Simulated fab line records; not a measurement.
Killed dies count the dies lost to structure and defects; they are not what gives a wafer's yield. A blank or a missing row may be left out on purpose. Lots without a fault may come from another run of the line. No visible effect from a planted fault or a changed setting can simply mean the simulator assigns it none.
2 desks, one fault :: flow gf180mcu :: each desk holds nothing but its own numbers, with what lay behind them at the end

AT THE METROLOGY DESK
Lot by lot, what the gauges showed, no matter which tool ran the lot: averages of those sampled wafers that carry a number. Any lot whose mean is over 4 standard deviations away from the usual mean is out of limits and marked OUT; that distance is given in the brackets.
Columns: A = V3_BOW at GF_V3_BOW_MEAS_05, usual 117 um; B = V4_CVD_02_THK at GF_V4_THK_MEAS_03, usual 851 nm
lot: L441
first seen here: day 21 07:42
A: 116
B: 859

lot: L442
first seen here: day 21 12:08
A: 104
B: 864

lot: L445
first seen here: day 22 17:41
A: 123
B: 710 (-12) OUT

lot: L447
first seen here: day 23 17:26
A: 125
B: 849

lot: L448
first seen here: day 24 03:40
A: 119
B: 857

lot: L449
first seen here: day 24 08:53
A: 113
B: 871

lot: L452
first seen here: day 25 18:55
A: 132
B: 847

lot: L453
first seen here: day 26 06:55
A: 123
B: 849

lot: L454
first seen here: day 26 10:28
A: 105
B: 851

lot: L456
first seen here: day 26 23:29
A: 119
B: 853

lot: L461
first seen here: day 28 01:21
A: 119
B: 831

lot: L462
first seen here: day 28 05:32
A: 127
B: 845

lot: L463
first seen here: day 28 14:28
A: 124
B: 867
Finding of this desk: L445 out of limits, first seen on L445 at day 24 17:58 (V4_CVD_02_THK at GF_V4_THK_MEAS_03). L441, L442, L447, L448, L449, L452, L453, L454, L456, L461, L462, L463: within limits.

TOOL OWNER'S DESK, pecvd-02
The tool's own readings at GF_V4_CVD_02 (deposits SiO2 from TEOS, target thk 850 nm, time 94.851 s): means of the sampled wafers that have a number, for each lot that ran on this tool. Any lot whose mean is over 4 standard deviations away from the usual mean is out of limits and marked OUT; that distance is given in the brackets.
Columns: A = heater-power-w at GF_V4_CVD_02, usual 672 W
lot: L442
first seen here: day 23 12:52
A: 727

lot: L445
first seen here: day 24 17:53
A: 678
Result from this desk: across the 2 lots, nothing is out of limits.

PUT TOGETHER
The metrology desk could have raised an alarm at day 24 17:58, on L445.
Nothing out of limits was seen by the tool owner's desk.
Tool owner's desk: L445 on record, inside its limits.
The lots listed all ran GF_V4_CVD_02 on pecvd-02.

WHAT THE SIMULATOR HAD PUT IN
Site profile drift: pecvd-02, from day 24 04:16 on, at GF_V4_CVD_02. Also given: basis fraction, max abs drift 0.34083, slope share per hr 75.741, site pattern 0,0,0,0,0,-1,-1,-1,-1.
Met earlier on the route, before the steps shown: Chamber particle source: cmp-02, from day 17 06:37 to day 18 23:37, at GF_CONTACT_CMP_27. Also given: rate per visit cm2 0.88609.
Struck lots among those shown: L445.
Time in hours between the start of the fault and the first out-of-limits reading at each desk: metrology desk, 14.
